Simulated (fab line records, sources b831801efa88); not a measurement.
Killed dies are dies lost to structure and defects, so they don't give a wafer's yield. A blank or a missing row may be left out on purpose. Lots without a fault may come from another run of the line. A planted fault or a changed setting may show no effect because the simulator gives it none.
One fault seen from 2 desks | flow gf180mcu | each desk has only its own numbers; what lay behind them comes last

THE TOOL OWNER'S DESK: pvd_sputter-03
The tool's own readings at GF_SALICIDE_SPUTTER_02 (material Co, target thk 10 nm, time 20 s): means of the sampled wafers that have a number, for each lot that ran on this tool. A lot is out of limits, marked OUT, if its mean lies more than 4 standard deviations from the usual mean; the brackets give that distance.
Columns: A = throttle_valve_pct at GF_SALICIDE_SPUTTER_02, usual 29.7 %
lot  | first seen here | A
L704 | day 15 09:34    | 30.0
L705 | day 15 21:25    | 29.6
L708 | day 16 20:49    | 29.7
L712 | day 18 12:19    | 30.0
L714 | day 19 02:20    | 29.7
L715 | day 19 11:29    | 29.6
L721 | day 21 11:37    | 29.8
L723 | day 22 03:19    | 30.1
This desk's finding: nothing out of limits on any of the 8 lots.

THE METROLOGY DESK
What the gauges read, lot by lot, whatever tool the lot ran on: means of the sampled wafers that have a number. A lot is out of limits, marked OUT, if its mean lies more than 4 standard deviations from the usual mean; the brackets give that distance.
Columns: A = POLY_GATE_OXIDATION_THK at GF_POLY_GATE_THK_MEAS_17, usual 4.02 nm; B = SALICIDE_TIN_RS at GF_SALICIDE_RS_MEAS_04, usual 16.4 ohm/sq; C = V2_CVD_00_THK at GF_V2_THK_MEAS_01, usual 603 nm
lot  | first seen here | A    | B    | C
L703 | day 9 07:10     | 4.01 | 16.6 | 599
L704 | day 9 12:38     | 4.05 | 16.4 | 597
L705 | day 9 21:07     | 4.05 | 16.1 | 601
L706 | day 10 01:46    | 4.06 | 15.9 | 602
L707 | day 10 11:11    | 4.10 | 16.4 | 610
L708 | day 10 17:01    | 4.00 | 16.5 | 601
L709 | day 10 23:39    | 4.08 | 16.0 | 593
L711 | day 11 15:20    | 4.22 | 16.4 | 606
L712 | day 12 01:45    | 3.96 | 16.3 | 612
L713 | day 12 05:21    | 3.95 | 16.2 | 597
L714 | day 12 12:20    | 4.10 | 16.8 | 596
L715 | day 12 19:40    | 3.95 | 16.7 | 613
L721 | day 14 13:59    | 4.12 | 16.9 | 606
L723 | day 15 03:49    | 3.96 | 16.8 | 592
This desk's finding: nothing out of limits on any of the 14 lots.

PUT TOGETHER
The tool owner's desk saw nothing out of limits.
The metrology desk saw nothing out of limits.

WHAT THE SIMULATOR HAD PUT IN
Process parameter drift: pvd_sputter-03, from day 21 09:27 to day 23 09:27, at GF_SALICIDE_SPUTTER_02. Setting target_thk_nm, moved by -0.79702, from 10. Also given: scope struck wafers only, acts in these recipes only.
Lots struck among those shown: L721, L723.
